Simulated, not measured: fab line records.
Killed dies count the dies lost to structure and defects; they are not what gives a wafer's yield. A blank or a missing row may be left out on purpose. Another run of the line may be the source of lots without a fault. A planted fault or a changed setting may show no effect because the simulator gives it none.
A lot that was struck, set against a sound lot	flow gf180mcu	15 out of 602 route steps
Sound: the wafers L815.1, L815.2, L815.4. Wafers L820.2, L820.3, L820.5 were the ones struck. Last of all comes the cause.
Order at every step that has rows: each side's tool, ch and its chambers, its first start. Under that, the readings that differ: sound wafers	struck wafers	difference of the means	sigmas: that difference in standard deviations of wafers without a fault.
alike: words and numbers the same on both sides, and readings whose means are apart by under 2 such deviations; not compared: readings that were withheld, readings missing a value for some wafer, numbers with overlapping values and no deviation given by the record, and bounds like >300 which may hide the same value.
The two part at a step that has a row with sigmas, a row that says differs or no value, or rows on one side only. Numbers that don't overlap but have no deviation are shown without sigmas and don't part them. Lack of a reading on every wafer of one side parts them only where that side has two or more wafers.

first, 4 steps without rows for these wafers: GF_LVPWELL_SOFTBAKE_03; GF_LVPWELL_EXPOSE_04 (exposes mask LVPWELL, target cd 600 nm); GF_LVPWELL_PEB_05; GF_LVPWELL_DEVELOP_06 (develop time 60 s).
GF_LVPWELL_OVL_MEAS_07:
  struck on overlay-02, day 6 15:39; sound on overlay-02, day 5 14:06
  alike: LVPWELL_OVL
then, 2 steps without rows for these wafers: GF_LVPWELL_IMPLANT_08; GF_LVPWELL_IMPLANT_09.
GF_LVPWELL_STRIP_10: strips in O2/N2.
  sound on plasma asher-04 ch 0,1, day 5 14:26; struck on plasma asher-04 ch 0,1, day 6 15:59
  alike: drypump motor current A, heater power w, oes product au, strip time to endpoint s
  not compared: rf hours counter h
GF_LVPWELL_TW_MEAS_11:
  struck on film metro-01, day 6 16:05; sound on film metro-03, day 5 14:32
  alike: LVPWELL_TW
then, 3 steps without rows for these wafers: GF_MVSD_DEHYDRATE_00 (time 60 s); GF_MVSD_HMDS_01 (prime time 60 s); GF_MVSD_COAT_02 (resist thk 3000 nm).
GF_MVSD_SOFTBAKE_03:
  sound on litho track-04 ch 0, day 5 22:20; struck on litho track-03 ch 0, day 6 23:31
reading	sound	struck	difference	sigmas
heater power total W (W)	65.30 65.40 65.46	66.75 66.63 66.81	+1.34	+10
plate temp C (C)	109.94 109.93 109.67	111.85 111.57 111.36	+1.75	+12
then, 1 step without rows for these wafers: GF_MVSD_EXPOSE_04 (exposes mask MVSD, target cd 1000 nm).
-- the record jumps here: 26 days lie between the struck wafers' starts before and after (it left off in module MVSD and takes up again in module PASSIVATION, whose first step shown is number 602 of the route) --
GF_PASSIVATION_PROBE_99:
  only the struck wafers here have rows in the record (prober-02, day 32 12:13); the sound ones have none

== WHERE THEY PART ==
First at GF_MVSD_SOFTBAKE_03; last, within this record, at GF_PASSIVATION_PROBE_99.

WHY: what the simulator had put in
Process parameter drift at GF_MVSD_SOFTBAKE_03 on litho track-03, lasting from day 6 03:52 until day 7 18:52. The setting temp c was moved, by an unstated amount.
